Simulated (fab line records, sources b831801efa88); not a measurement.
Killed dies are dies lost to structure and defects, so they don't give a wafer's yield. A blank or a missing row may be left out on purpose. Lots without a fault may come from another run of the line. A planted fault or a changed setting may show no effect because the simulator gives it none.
A struck lot beside a sound one | flow sky130 | 15 steps out of a route of 708
Sound: wafers L421.1, L421.3, L421.5. Struck: wafers L427.2, L427.5, L427.6. The cause comes at the end.
At each step with rows: each side's tool, then ch and its chambers, then its first start. Under that, the readings that differ: sound wafers | struck wafers | difference of the means | sigmas: that difference in standard deviations of wafers without a fault.
alike: readings whose means differ by less than 2 such deviations, and words and numbers that are the same on both sides. not compared: withheld readings, readings that some wafer has no value for, bounds like >300 that may hide the same value, and numbers for which the record gives no deviation and whose values overlap.
The two part at a step that has a row with sigmas, a row that says differs or no value, or rows on one side only. Numbers that don't overlap but have no deviation are shown without sigmas and don't part them. A reading that every wafer of one side lacks parts them only if that side has two wafers or more.

first, 1 step without rows for these wafers: SKY_FIELD_ISO_OXIDATION_22 (stabilise 600 s, purge 300 s, target thk 10 nm).
SKY_FIELD_ISO_THK_MEAS_23:
  sound on film_metro-02, day 2 21:19; struck on film_metro-04, day 4 03:51
  alike: FIELD_ISO_OXIDATION_01_THK
then, 1 step without rows for these wafers: SKY_FIELD_ISO_CVD_24 (deposits SiO2, target thk 595 nm, time 99.2 s).
SKY_FIELD_ISO_THK_MEAS_25:
  sound on film_metro-03, day 2 21:28; struck on film_metro-02, day 4 03:59
  alike: FIELD_ISO_CVD_24_THK
then, 1 step without rows for these wafers: SKY_FIELD_ISO_ANNEAL_26 (time 1800 s).
SKY_FIELD_ISO_CMP_27: polishes, stops on Si3N4, t overpolish 16 s, target thk 457.8 nm.
  sound on cmp-02 ch 0,1, day 3 00:08; struck on cmp-01 ch 0,1, day 4 06:37
  alike: motor_current_A, overpolish_run_s, platen_rpm, time_to_endpoint_s
then, 5 steps without rows for these wafers: SKY_FIELD_ISO_WET_ETCH_28 (etches SiO2 in dHF, target depth 23.7 nm, time 47 s); SKY_FIELD_ISO_WET_ETCH_29 (etches Si3N4 in H3PO4, target depth 160 nm, time 1825 s); SKY_FIELD_ISO_WET_ETCH_30 (etches SiO2 in dHF, target depth 25 nm, time 50 s); SKY_NWELL_CLEAN_00 (cleans in SC1/SC2, time 150 s); SKY_NWELL_OXIDATION_01 (stabilise 600 s, purge 300 s, target thk 10 nm).
SKY_NWELL_THK_MEAS_02:
  sound on film_metro-02, day 3 03:16; struck on film_metro-02, day 4 08:59
  alike: NWELL_OXIDATION_THK
SKY_DNWELL_DEHYDRATE_00: time 60 s.
  sound on litho_track-03 ch 0, day 3 10:07; struck on litho_track-03 ch 0, day 4 16:32
  reading                  | sound                | struck               | difference                    | sigmas
  heater_power_total_W (W) | 160.39 160.64 160.26 | 168.31 168.21 168.43 | +7.89                         | +61
  plate_temp_C (C)         | 200.03 199.77 200.03 | - - -                | no value on the struck wafers |
then, 1 step without rows for these wafers: SKY_DNWELL_HMDS_01 (prime time 60 s).
-- the record jumps here: 43 days lie between the struck wafers' starts before and after (it left off in module DNWELL and takes up again in module PAD_OPEN, whose first step shown is number 708 of the route) --
SKY_PAD_OPEN_PROBE_99:
  sound on prober-02, day 46 04:41; struck on prober-02, day 47 22:12
  reading            | sound    | struck   | difference | sigmas
  killed_at_M0_to_M3 | 33 36 31 | 48 53 40 | +14        | +2
  alike: killed_at_M4_up, killed_at_contacts, killed_at_front_end, killed_at_other, killed_dies, killed_open, killed_short

WHERE THEY PART
First at SKY_DNWELL_DEHYDRATE_00; last, within this record, at SKY_PAD_OPEN_PROBE_99.

WHY: what the simulator had put in
Process parameter drift: litho_track-03, from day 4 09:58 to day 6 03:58, at SKY_DNWELL_DEHYDRATE_00. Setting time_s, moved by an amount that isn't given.
